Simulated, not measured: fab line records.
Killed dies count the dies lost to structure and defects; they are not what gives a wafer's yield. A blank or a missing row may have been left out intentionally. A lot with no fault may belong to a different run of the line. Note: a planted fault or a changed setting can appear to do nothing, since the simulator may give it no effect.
Check of tool commonality + flow sky130 + 12 lots, 42 wafers sampled

== WHAT PROMPTED THE OPENING ==
2 of 12 lots carry a flag on the reading SD_N_RS at SKY_SD_N_RS_MEAS_16. Fault-free wafers read 68.51 ohm/sq, with a standard deviation of 0.11.
Rule: a lot gets a flag if all its wafers with a number sit over 4 standard deviations from that mean, or if no wafer of it has a number. All remaining lots are regarded as sound.

| lot  | measured     | on            | SD_N_RS (ohm/sq), wafer by wafer    | flag    |
|------|--------------|---------------|-------------------------------------|---------|
| L440 | day 27 20:56 | film-metro-02 | 68.46 68.40 68.34                   |         |
| L439 | day 27 21:58 | film-metro-02 | 68.67 68.62 68.56                   |         |
| L443 | day 29 12:16 | film-metro-01 | 68.46 68.40 68.54                   |         |
| L446 | day 30 16:06 | film-metro-04 | 68.45 68.60 68.46                   |         |
| L447 | day 30 18:25 | film-metro-01 | 68.46 68.45 68.31                   |         |
| L455 | day 33 10:24 | film-metro-04 | 70.15 70.03 70.03 70.05 70.02 70.02 | FLAGGED |
| L456 | day 33 12:38 | film-metro-02 | 69.94 69.92 69.96 70.03 70.11 69.90 | FLAGGED |
| L457 | day 33 15:06 | film-metro-04 | 68.59 68.77 68.60                   |         |
| L458 | day 34 04:37 | film-metro-04 | 68.57 68.57 68.66                   |         |
| L460 | day 34 13:52 | film-metro-01 | 68.43 68.33 68.42                   |         |
| L461 | day 34 18:59 | film-metro-01 | 68.57 68.46 68.51                   |         |
| L462 | day 35 07:22 | film-metro-01 | 68.48 68.45 68.47                   |         |
The mean of the flagged lots' numbers is 70.01 ohm/sq, +1.50 ohm/sq from the usual (+14 standard deviations).

== TOOL THAT RAN EACH LOT ==
The record keeps 1 process step preceding the reading, out of 708 steps on the route. In each cell: the tool, then ch and the chambers that the sampled wafers went through, then the start.
| lot  | flag    | SKY_SD_N_IMPLANT_10             |
|------|---------|---------------------------------|
| L440 |         | implanter-02 ch 0, day 27 20:24 |
| L439 |         | implanter-03 ch 0, day 27 21:21 |
| L443 |         | implanter-04 ch 0, day 29 11:44 |
| L446 |         | implanter-04 ch 0, day 30 15:35 |
| L447 |         | implanter-03 ch 0, day 30 17:53 |
| L455 | FLAGGED | implanter-03 ch 0, day 33 09:48 |
| L456 | FLAGGED | implanter-03 ch 0, day 33 12:02 |
| L457 |         | implanter-04 ch 0, day 33 14:35 |
| L458 |         | implanter-02 ch 0, day 34 04:06 |
| L460 |         | implanter-02 ch 0, day 34 13:19 |
| L461 |         | implanter-04 ch 0, day 34 18:27 |
| L462 |         | implanter-02 ch 0, day 35 06:51 |
These steps, and what they do:
- SKY_SD_N_IMPLANT_10
- SKY_SD_N_RS_MEAS_16: measures by four-point-probe.

== FLAGGED OVER TOTAL, TOOL BY TOOL (the gauges that took the reading come last) ==
| step                | tool          | lots run | flagged | share of the flagged lots | sound lots run after its first flagged lot |
|---------------------|---------------|----------|---------|---------------------------|--------------------------------------------|
| SKY_SD_N_IMPLANT_10 | implanter-02  | 4        | 0       | none                      | -                                          |
| SKY_SD_N_IMPLANT_10 | implanter-03  | 4        | 2       | all                       | 0                                          |
| SKY_SD_N_IMPLANT_10 | implanter-04  | 4        | 0       | none                      | -                                          |
| SKY_SD_N_RS_MEAS_16 | film-metro-01 | 5        | 0       | none                      | -                                          |
| SKY_SD_N_RS_MEAS_16 | film-metro-02 | 3        | 1       | some                      | 0                                          |
| SKY_SD_N_RS_MEAS_16 | film-metro-04 | 4        | 1       | some                      | 2 (L457,L458)                              |

== WHAT IS ALLOWED BY THE TABLE ==
In the table, 1 row covers all flagged lots: implanter-03 at SKY_SD_N_IMPLANT_10.
- implanter-03 at SKY_SD_N_IMPLANT_10 ran 4 lots, 2 of them flagged. It ran its last sound lot, L447, at day 30 17:53 and its first flagged lot, L455, at day 33 09:48: a fault with its onset between the two fits. Its own readings (dose-ions-cm2, faraday-current-uA) fall more than 4 standard deviations out on all wafers of the flagged lots.
One tool is left: implanter-03 at SKY_SD_N_IMPLANT_10.

== WHAT THE SIMULATOR HAD PUT IN ==
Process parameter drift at SKY_SD_N_IMPLANT_10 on implanter-03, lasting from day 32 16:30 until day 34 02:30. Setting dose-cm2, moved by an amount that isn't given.
Shown lots that were struck: L455, L456. The rule above found the same.
